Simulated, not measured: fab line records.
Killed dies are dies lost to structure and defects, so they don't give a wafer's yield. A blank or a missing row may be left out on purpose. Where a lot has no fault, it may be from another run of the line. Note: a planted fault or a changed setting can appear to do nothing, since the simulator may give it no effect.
Which of the tools did it? -- flow sky130 -- 12 lots, 36 wafers sampled, at 1 step of a route of 708

== WHAT EACH GAUGE READ, for each wafer ==
SKY_CONTACT_THK_MEAS_26: measures by xrf.
lot,measured,on,CONTACT_W_THK (nm)
L075,day 31 22:42,film-metro-01,344 343 341
L077,day 33 10:43,film-metro-04,353 355 351
L080,day 33 12:36,film-metro-02,355 351 355
L081,day 33 17:01,film-metro-04,352 350 356
L083,day 34 14:38,film-metro-01,339 335 343
L084,day 35 03:40,film-metro-04,351 348 347
L089,day 36 22:15,film-metro-01,352 346 347
L088,day 36 23:41,film-metro-04,356 353 354
L091,day 37 05:37,film-metro-01,350 348 349
L093,day 37 12:10,film-metro-01,348 347 349
L095,day 38 06:56,film-metro-04,356 358 357
L097,day 38 16:47,film-metro-04,351 356 357

== EACH LOT AND THE TOOL THAT RAN IT (in order: tool; ch and the chambers of the sampled wafers; start) ==
The record holds no process step before these readings.

== THE ANSWER, worked out from the rows above alone ==
Rule: what is usual is taken from the lots themselves. The widest of any qualifying gaps counts: lots, ordered by their means at a reading, are off when they make up no more than a third of the lots, leave a main group of 4 or more, and stand apart from it by 3 or more times the standard deviation of that group's means. If all means in a main group match to the digits the tables above print for the reading, that group is not used. A lot without any number at a reading at which 4 lots or more have one is off too. All remaining lots with rows at the step are treated as sound.
No lot is off at any reading shown: from this, nothing can be told.

== WHAT THE SIMULATOR HAD INSERTED ==
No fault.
